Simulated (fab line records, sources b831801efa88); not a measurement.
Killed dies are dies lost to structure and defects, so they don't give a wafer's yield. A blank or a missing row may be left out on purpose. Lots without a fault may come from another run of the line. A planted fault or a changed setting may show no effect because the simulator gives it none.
Problem report in the 8D (eight disciplines) form, filled by code | flow gf180mcu | the parts of the form that need people (team, actions taken, sign-off) are left out

1. THE PROBLEM
heater_power_total_W at GF_V2_SOFTBAKE_10 reads a mean of 98.12 W on 6 wafers of 2 lots; wafers without a fault read 93.05 W with a standard deviation of 0.058. That is +87 standard deviations from the usual mean.
The step: time 60 s.
First seen on wafer L404.1, day 25 16:00, on litho_track-04. The record holds 39 wafers of 13 lots with a number at this step. Rule for "out", or "out of limits": more than 4 standard deviations from the usual mean. The other wafers with a number count as sound.

2. WHAT IT IS AND WHAT IT IS NOT
question                    | is                     | is not
which readings at this step | heater_power_total_W   | -
which lots                  | L404, L407             | L388, L389, L390, L391, L393, L395, L396, L397, L400, L402, L406
which wafers of those lots  | all that have a number | -
read on which tools         | litho_track-04         | litho_track-02, litho_track-03
when                        | from day 25 16:00      | up to then (30 sound wafers); but 3 sound wafers of L406 came after

3. SUSPECTS, AND WHAT RULES EACH OUT
Counting: a tool at a process step up to the reading stays a suspect if it ran every lot that is out and no sound lot after the first of them.
- litho_track-04 at GF_V2_SOFTBAKE_10 (time 60 s): kept. It ran every lot that is out, first L404 (day 25 16:00), and no sound lot after that; its last sound lot up to then is L402 (day 25 04:00). Its own readings are out on those wafers: heater_power_total_W.
Left after counting: litho_track-04 at GF_V2_SOFTBAKE_10.

4. THE CAUSE (what the simulator had put in)
Process parameter drift: litho_track-04, from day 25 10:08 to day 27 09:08, at GF_V2_SOFTBAKE_10. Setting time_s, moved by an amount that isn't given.
Counting left only this tool.

5. THE CHAIN OF EFFECTS, in route order
Each row: a reading whose mean over the struck wafers that have a number lies more than 3 standard deviations from the usual. Only readings for which the record gives a usual standard deviation are gone through. hours: the time from each lot's start at the first step in this table that gives one to its start at this step, as a median over the lots. sigmas: the change in usual standard deviations.
hours | step              | reading              | usual   | on struck wafers | change | sigmas
0     | GF_V2_SOFTBAKE_10 | heater_power_total_W | 93.05 W | 98.12            | +5.07  | +87
The process steps in it:
- GF_V2_SOFTBAKE_10: time 60 s.

6. WHAT WOULD HAVE CAUGHT IT SOONER
In this record the first reading out of limits was taken at day 25 16:00, 6 hours after the fault began at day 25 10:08.
